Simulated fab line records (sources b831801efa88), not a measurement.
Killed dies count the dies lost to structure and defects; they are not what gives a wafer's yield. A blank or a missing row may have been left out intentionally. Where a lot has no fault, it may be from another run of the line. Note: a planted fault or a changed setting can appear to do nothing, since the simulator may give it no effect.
Comparing a struck lot with a sound one -- flow sky130 -- 15 out of 708 route steps
Sound: wafers L227.2, L227.4, L227.6. Wafers L235.1, L235.4, L235.6 were the ones struck. The cause is named last.
Order at every step that has rows: each side's tool, ch and its chambers, its first start. Under that, the readings that differ: sound wafers -- struck wafers -- difference of the means -- sigmas: that difference in standard deviations of wafers without a fault.
alike: same words and numbers on both sides, and readings whose means sit less than 2 such deviations apart. not compared: any withheld reading, any reading some wafer has no value for, any bound like >300 that may hide the same value, and any number with overlapping values for which the record gives no deviation.
The two part at a step that has a row with sigmas, a row that says differs or no value, or rows on one side only. Numbers that don't overlap but have no deviation are shown without sigmas and don't part them. A reading that every wafer of one side lacks parts them only if that side has two wafers or more.

first, 1 step without rows for these wafers: SKY_PWDE_IMPLANT_08.
SKY_PWDE_STRIP_09: strips in O2/N2.
  sound on plasma-asher-03 ch 0,1, day 5 17:49; struck on plasma-asher-01 ch 0,1, day 7 12:49
  alike: drypump-motor-current-A, oes-product-au, strip-time-to-endpoint-s
  not compared: rf-hours-counter-h
SKY_PWDE_TW_MEAS_10:
  sound on film-metro-03, day 5 17:55; struck on film-metro-02, day 7 12:55
  alike: PWDE_TW
then, 7 steps without rows for these wafers: SKY_NWELL_DEHYDRATE_03 (time 60 s); SKY_NWELL_HMDS_04 (prime time 60 s); SKY_NWELL_COAT_05 (resist thk 2950 nm); SKY_NWELL_SOFTBAKE_06; SKY_NWELL_EXPOSE_07 (exposes mask NWM, target cd 840 nm); SKY_NWELL_PEB_08; SKY_NWELL_DEVELOP_09 (develop time 60 s).
SKY_NWELL_OVL_MEAS_10:
  sound on overlay-02, day 6 12:41; struck on overlay-02, day 8 08:47
  alike: NWELL_00_OVL
following that, these wafers have no rows for 1 step: SKY_NWELL_IMPLANT_11.
SKY_NWELL_IMPLANT_12:
  sound on implanter-02 ch 0, day 6 12:53; struck on implanter-02 ch 0, day 8 08:58
reading,sound,struck,difference,sigmas
beam-energy-keV,120.02 120.04 119.99,105.74 105.77 105.73,-14.27,-99 or more
model.implant.rp-nm (nm),143.4 143.4 143.4,128 128 128,-15,
  alike: dose-ions-cm2
following that, these wafers have no rows for 1 step: SKY_NWELL_IMPLANT_13.
-- the record jumps here: 41 days lie between the struck wafers' starts before and after (it left off in module NWELL and takes up again in module PAD_OPEN, whose first step shown is number 708 of the route) --
SKY_PAD_OPEN_PROBE_99:
  sound on prober-01, day 47 23:44; struck on prober-01, day 49 10:58
reading,sound,struck,difference,sigmas
model.etest.pfet_01v8_lvt.drive-ua-um,170.8 176.2 172.6,167.4 168.7 165.2,-6.1,
model.etest.pfet_01v8_lvt.off-log10-a-um,-9.504 -9.24 -9.212,-9.917 -9.671 -9.743,-0.458,
model.etest.pfet-g5v0d10v5.off-log10-a-um,-12.67 -12.48 -12.69,-13.37 -13.48 -13.51,-0.84,
model.etest.pfet-g5v0d10v5.vt-sat-v (V),-0.6407 -0.6257 -0.6537,-0.7385 -0.7277 -0.755,-0.1004,
model.etest.pfet_16v.vt-v (V),-1.105 -1.093 -1.108,-1.177 -1.181 -1.178,-0.077,
model.etest.pfet-g5v0d10v5.vt-v (V),-0.8356 -0.8197 -0.851,-0.9081 -0.8984 -0.9218,-0.0740,
model.etest.pfet-g5v0d10v5.vt-long-v (V),-0.941 -0.9268 -0.9403,-0.9978 -1.004 -0.9968,-0.0635,
model.etest.pfet_01v8_lvt.vt-sat-v (V),-0.4702 -0.4584 -0.4657,-0.5102 -0.5057 -0.5101,-0.0439,
  alike: killed_at_M0_to_M3, killed_at_M4_up, killed-at-contacts, killed-at-front-end, killed-at-other, killed-dies, killed-open, killed-short

WHERE THEY PART
Within this record, at SKY_NWELL_IMPLANT_12 only. Later steps at which nothing parts them and some readings are alike: SKY_PAD_OPEN_PROBE_99.

WHY: the cause the simulator had injected
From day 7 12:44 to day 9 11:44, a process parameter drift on implanter-02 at SKY_NWELL_IMPLANT_12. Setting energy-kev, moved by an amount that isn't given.
